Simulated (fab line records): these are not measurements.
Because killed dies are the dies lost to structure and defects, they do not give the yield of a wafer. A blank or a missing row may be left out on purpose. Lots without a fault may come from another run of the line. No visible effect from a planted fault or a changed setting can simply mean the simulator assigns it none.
Split-lot trial | flow sky130 | route with 708 steps; 5 lots, 23 wafers read

## ON THE SPLIT
At SKY_RES_XHIGH_COAT_02 (resist thk 1140 nm), the setting resistThkNm was moved away from the recipe's 1140 nm on 9 of the 23 wafers read, by -3.6% to +4.6%. The other wafers ran this setting at the recipe's value.

The reading is taken at the split's own step.

## THE READING
NOVOLAK_of_RES_XHIGH_COAT_02.thkNm (the simulator's own value, which no gauge read), in nm, at SKY_RES_XHIGH_COAT_02 (resist thk 1140 nm). There is no usual value for it anywhere in the file. Here, 14 wafers ran the recipe; their average is 1142 nm with a standard deviation of 3 nm.

wafer  | tool, chamber at the split | resistThkNm as run, nm | against the recipe | NOVOLAK_of_RES_XHIGH_COAT_02.thkNm, nm | against lot-mates on the recipe
L074.2 | lithoTrack-03, 0           | 1140                   | recipe             | 1140                                   | -
L074.4 | lithoTrack-03, 0           | 1140                   | recipe             | 1141                                   | -
L074.5 | lithoTrack-03, 0           | 1140                   | recipe             | 1142                                   | -
L076.1 | lithoTrack-02, 0           | 1099                   | -3.6%              | 1103                                   | -43
L076.2 | lithoTrack-02, 0           | 1140                   | recipe             | 1146                                   | -
L076.4 | lithoTrack-02, 0           | 1099                   | -3.6%              | 1104                                   | -42
L076.5 | lithoTrack-02, 0           | 1140                   | recipe             | 1148                                   | -
L076.6 | lithoTrack-02, 0           | 1140                   | recipe             | 1144                                   | -
L081.1 | lithoTrack-03, 0           | 1103                   | -3.2%              | 1104                                   | -36
L081.2 | lithoTrack-03, 0           | 1103                   | -3.2%              | 1106                                   | -34
L081.3 | lithoTrack-03, 0           | 1140                   | recipe             | 1141                                   | -
L081.5 | lithoTrack-03, 0           | 1140                   | recipe             | 1138                                   | -
L081.6 | lithoTrack-03, 0           | 1140                   | recipe             | 1140                                   | -
L083.1 | lithoTrack-02, 0           | 1180                   | +3.5%              | 1180                                   | +40
L083.2 | lithoTrack-02, 0           | 1140                   | recipe             | 1141                                   | -
L083.3 | lithoTrack-02, 0           | 1180                   | +3.5%              | 1181                                   | +41
L083.4 | lithoTrack-02, 0           | 1140                   | recipe             | 1143                                   | -
L083.6 | lithoTrack-02, 0           | 1140                   | recipe             | 1137                                   | -
L085.1 | lithoTrack-03, 0           | 1193                   | +4.6%              | 1194                                   | +53
L085.2 | lithoTrack-03, 0           | 1193                   | +4.6%              | 1193                                   | +52
L085.4 | lithoTrack-03, 0           | 1193                   | +4.6%              | 1193                                   | +52
L085.5 | lithoTrack-03, 0           | 1140                   | recipe             | 1138                                   | -
L085.6 | lithoTrack-03, 0           | 1140                   | recipe             | 1144                                   | -

FIT RESULTS
A straight line over all 23 wafers: NOVOLAK_of_RES_XHIGH_COAT_02.thkNm changes by +11 nm for each +1% of resistThkNm; r = +1.00; the points scatter about the line by 2.6 nm.
The same after taking each lot's own level away (the mean of its wafers on the recipe; 23 wafers): +11.3 nm for each +1%; r = +1.00; scatter 1.8 nm.
That fit puts the effect of the largest move of resistThkNm on the reading at 53 nm.
From 1139.7 to 1146.0 nm: that is the span of the lots' own levels, equal to 2.1 times the standard deviation above.
Hence the lot-to-lot level has little effect on the slope; both slopes agree.
Check: with one of the wafers moved furthest among these (+4.6%) left out of the fit, the line predicts +52.5 nm for it against its lot-mates. Against them it came out at +53 nm.

## OTHER SPLITS APPLIED TO THESE WAFERS
These wafers also went through other splits before the reading. Each is held against what the fit with the lots' levels taken away leaves over:
other split on the same wafers | wafers away from the commonest value | r with NOVOLAK_of_RES_XHIGH_COAT_02.thkNm (lot level and that fit taken away)
SKY_POLY_CUT_EXPOSE_05 doseMj  | 8                                    | -0.18

## THE WHOLE CHAIN: every reading that the file lists as answering this split, in the file's order
step                   | what it does       | reading                                                                             | change (the file's fit)              | r (the file's)
SKY_RES_XHIGH_COAT_02  | resist thk 1140 nm | NOVOLAK_of_RES_XHIGH_COAT_02.thkNm (the simulator's own value, which no gauge read) | +11.3 nm for each +1% of the setting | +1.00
SKY_RES_XHIGH_STRIP_08 | strips in O2/N2    | stripTimeToEndpointS                                                                | withheld for each +1% of the setting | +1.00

## THE FILE'S OWN FIT
NOVOLAK_of_RES_XHIGH_COAT_02.thkNm changes by +11.3 nm for each +1% of resistThkNm, r = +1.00.
